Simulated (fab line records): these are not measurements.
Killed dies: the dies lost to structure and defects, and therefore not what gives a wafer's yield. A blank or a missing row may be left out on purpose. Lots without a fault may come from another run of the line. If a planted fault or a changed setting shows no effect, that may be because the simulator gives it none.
Chamber matching -- flow sky130 -- 4 sister chambers for SKY_PASSIVATION_ETCH_11 on rie diel-03
The step etches the open film in CF4/O2, stops on AlCu, target depth 725 nm, time 161.1 s. 8 wafers are shown with their chamber, then 8 later ones without.

== WAFERS WITH THEIR CHAMBER ==
wafer,chamber,drypump motor current A (A),oes product au (a.u.)
L566.3,2,6.5,0.981
L566.4,3,5.2,0.976
L568.2,1,6.3,0.973
L568.6,0,4.7,0.985
L571.3,1,6.2,0.977
L571.4,2,6.5,0.982
L571.6,0,4.7,0.979
L572.1,3,5.2,0.968

== WAFERS WITH NO CHAMBER GIVEN ==
wafer,drypump motor current A (A),oes product au (a.u.)
L572.2,4.7,0.979
L572.5,4.7,0.983
L582.1,6.2,0.966
L582.3,4.7,0.971
L582.6,5.2,0.986
L584.1,6.2,0.977
L584.4,6.5,0.976
L584.5,6.2,0.976

== EACH ONE'S CHAMBER ==
wafer,from the rows above,in truth
L572.2,0,0
L572.5,0,0
L582.1,1,1
L582.3,0,0
L582.6,3,3
L584.1,1,1
L584.4,2,2
L584.5,1,1
8 of 8 placed correctly. Number that these rows cannot place: 0. Placed wrongly: 0.
How it was worked out, from the rows above alone: a wafer's distance from a chamber is the root of the sum, over the readings, of the square of ((its reading less the chamber's mean) divided by the reading's scatter). The wafer belongs to the nearest chamber; if the next one is less than 2 further off, it can't be placed. For every chamber, the mean is computed from those of its wafers that are shown. The scatter: take each reading less its chamber's mean, square it, sum over the shown wafers, divide by the number of wafers less the number of chambers, and take the root.
